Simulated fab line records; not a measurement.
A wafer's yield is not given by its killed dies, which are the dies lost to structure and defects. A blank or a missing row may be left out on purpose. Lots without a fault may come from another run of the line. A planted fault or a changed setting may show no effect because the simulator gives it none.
Which tool did it? | flow gf180mcu | 13 lots with 39 wafers sampled at 4 steps, on a route of 602 steps

== WHAT EACH GAUGE READ, for each wafer ==
GF_VT_IMPLANT_RS_MEAS_47: measurement is done with a four-point probe. Usual: NWELL_RS typically reads 487.8 ohm/sq, with standard deviation 1.4.
lot  | measured     | on            | NWELL_RS (ohm/sq) | flag
L980 | day 7 13:29  | film_metro-01 | 487.7 484.3 486.4 |
L982 | day 8 02:56  | film_metro-02 | 486.3 487.6 487.1 |
L983 | day 8 08:48  | film_metro-02 | 489.2 488.9 490.7 |
L984 | day 8 18:16  | film_metro-01 | 486.3 486.3 484.5 |
L985 | day 8 23:58  | film_metro-03 | 488.3 489.1 488.2 |
L986 | day 9 06:01  | film_metro-01 | 488.5 487.9 487.6 |
L988 | day 9 20:35  | film_metro-02 | 489.7 490.1 490.0 |
L990 | day 10 09:38 | film_metro-02 | 486.5 488.9 488.3 |
L992 | day 10 23:41 | film_metro-01 | 487.1 488.9 488.5 |
L100 | day 13 04:25 | film_metro-01 | 487.0 486.4 486.9 |
L101 | day 13 12:11 | film_metro-03 | 485.6 486.3 487.1 |
L102 | day 13 17:44 | film_metro-01 | 485.9 484.5 485.5 |
L103 | day 14 02:13 | film_metro-02 | 489.2 488.1 487.4 |

GF_SAB_CD_MEAS_09 targets a cd of 420 nm. Usual: cd_nm at 420.1 nm, with a standard deviation of 2.3.
lot  | measured     | on        | cd_nm (nm)        | flag
L980 | day 15 01:22 | cd_sem-01 | 424.2 422.7 423.3 |
L982 | day 15 18:01 | cd_sem-02 | 420.5 418.3 419.7 |
L983 | day 16 01:43 | cd_sem-01 | 421.7 423.5 421.1 |
L984 | day 16 18:01 | cd_sem-01 | 418.1 417.4 418.1 |
L985 | day 17 01:01 | cd_sem-01 | 420.6 420.2 421.1 |
L986 | day 17 08:55 | cd_sem-02 | 421.4 420.5 421.0 |
L988 | day 18 04:35 | cd_sem-01 | 416.2 420.7 417.4 |
L990 | day 18 20:51 | cd_sem-01 | 420.5 419.5 418.3 |
L992 | day 19 11:49 | cd_sem-01 | 424.0 423.1 423.2 |
L100 | day 22 06:42 | cd_sem-01 | 418.8 419.7 420.6 |
L101 | day 22 16:29 | cd_sem-01 | 423.9 424.2 425.0 |
L102 | day 22 22:27 | cd_sem-02 | 420.1 421.7 419.7 |
L103 | day 23 08:35 | cd_sem-01 | 417.7 417.5 418.2 |

== WHAT TOOL EACH LOT RAN ON (gives the tool, then ch and the chambers of the sampled wafers, and finally the start) ==
lot  | GF_VT_IMPLANT_COAT_35             | GF_VT_IMPLANT_STRIP_42
L980 | litho_track-01 ch 0, day 7 04:34  | plasma_asher-03 ch 0,1, day 7 13:02
L982 | litho_track-01 ch 0, day 7 17:40  | plasma_asher-03 ch 1, day 8 02:31
L983 | litho_track-03 ch 0, day 8 00:05  | plasma_asher-03 ch 0,1, day 8 08:21
L984 | litho_track-01 ch 0, day 8 08:42  | plasma_asher-01 ch 0,1, day 8 17:49
L985 | litho_track-03 ch 0, day 8 14:37  | plasma_asher-03 ch 1, day 8 23:32
L986 | litho_track-01 ch 0, day 8 20:34  | plasma_asher-03 ch 0,1, day 9 05:35
L988 | litho_track-01 ch 0, day 9 11:04  | plasma_asher-04 ch 0,1, day 9 20:08
L990 | litho_track-01 ch 0, day 9 23:40  | plasma_asher-03 ch 0,1, day 10 09:11
L992 | litho_track-01 ch 0, day 10 14:13 | plasma_asher-01 ch 0,1, day 10 23:14
L100 | litho_track-03 ch 0, day 12 16:55 | plasma_asher-01 ch 0,1, day 13 03:59
L101 | litho_track-04 ch 0, day 13 01:58 | plasma_asher-04 ch 0,1, day 13 11:46
L102 | litho_track-01 ch 0, day 13 07:19 | plasma_asher-01 ch 0,1, day 13 17:19
L103 | litho_track-04 ch 0, day 13 14:58 | plasma_asher-04 ch 0,1, day 14 01:47
- GF_VT_IMPLANT_COAT_35: resist thk 1000 nm.
- GF_VT_IMPLANT_STRIP_42: strips in O2/N2.

== WHAT THE TOOLS THEMSELVES READ (means of the sampled wafers that have a number; where no wafer has one, the mark that the record gives instead) ==
GF_VT_IMPLANT_COAT_35. Usual: spin_speed_rpm at 3000.4 rpm, with a standard deviation of 1.9.
lot  | tool           | spin_speed_rpm (rpm) | flag
L980 | litho_track-01 | 2998.1               |
L982 | litho_track-01 | 3001.7               |
L983 | litho_track-03 | 3000.3               |
L984 | litho_track-01 | 3000.6               |
L985 | litho_track-03 | 2999.9               |
L986 | litho_track-01 | 2999.7               |
L988 | litho_track-01 | 3000.6               |
L990 | litho_track-01 | 2999.5               |
L992 | litho_track-01 | 2998.4               |
L100 | litho_track-03 | 3000.1               |
L101 | litho_track-04 | 3000.7               |
L102 | litho_track-01 | 2999.7               |
L103 | litho_track-04 | 3002.2               |

GF_VT_IMPLANT_STRIP_42. Usual: drypump_motor_current_A 5.8 A, standard deviation 0.38; heater_power_w 304 W, standard deviation 15; n2_flow_sccm 300.1 sccm, standard deviation 0.87; oes_product_au 0.716 a.u., standard deviation 0.0046; strip_time_to_endpoint_s 12.67 s, standard deviation 0.032.
lot  | tool            | drypump_motor_current_A (A) | heater_power_w (W) | n2_flow_sccm (sccm) | oes_product_au (a.u.) | strip_time_to_endpoint_s (s) | flag
L980 | plasma_asher-03 | 5.6                         | 311                | 300.3               | 0.716                 | 12.72                        |
L982 | plasma_asher-03 | 5.5                         | 318                | 300.0               | 0.716                 | 12.70                        |
L983 | plasma_asher-03 | 5.6                         | 313                | 300.8               | 0.713                 | 12.62                        |
L984 | plasma_asher-01 | 6.2                         | 294                | 299.2               | 0.717                 | 12.69                        |
L985 | plasma_asher-03 | 5.5                         | 320                | 300.3               | 0.714                 | 12.67                        |
L986 | plasma_asher-03 | 5.8                         | 303                | 300.2               | 0.715                 | 12.64                        |
L988 | plasma_asher-04 | 5.2                         | 321                | 298.7               | 0.712                 | 13.51                        | OFF
L990 | plasma_asher-03 | 5.8                         | 302                | 299.1               | 0.717                 | 13.47                        | OFF
L992 | plasma_asher-01 | 6.1                         | 300                | 300.4               | 0.719                 | 13.47                        | OFF
L100 | plasma_asher-01 | 6.1                         | 304                | 299.4               | 0.715                 | 12.63                        |
L101 | plasma_asher-04 | 5.4                         | 305                | 299.3               | 0.715                 | 12.67                        |
L102 | plasma_asher-01 | 6.1                         | 291                | 299.9               | 0.717                 | 12.68                        |
L103 | plasma_asher-04 | 5.4                         | 306                | 300.3               | 0.714                 | 12.69                        |

== THE ANSWER, worked out from the rows above alone ==
Rule: a lot counts as off when the mean over its wafers that have a number is more than 3 standard deviations away from the usual mean. Also off: a lot with no number at a reading for which 4 or more lots have one. Any other lot the step has rows for is counted as sound. After the gauges, taken in route order, come the tools' own readings; for these a lot's mean is taken, as printed above. At the first step where some lot is off, the reading lying furthest off is the one used; lots without a number count as furthest.
Off, at GF_VT_IMPLANT_STRIP_42 on strip_time_to_endpoint_s: L988, L990, L992.
A tool fits if, at that step or a process step before it, it ran every lot that is off, and no sound lot after the first of them. No candidate that was tried fits.

== WHAT HAD BEEN PUT IN BY THE SIMULATOR ==
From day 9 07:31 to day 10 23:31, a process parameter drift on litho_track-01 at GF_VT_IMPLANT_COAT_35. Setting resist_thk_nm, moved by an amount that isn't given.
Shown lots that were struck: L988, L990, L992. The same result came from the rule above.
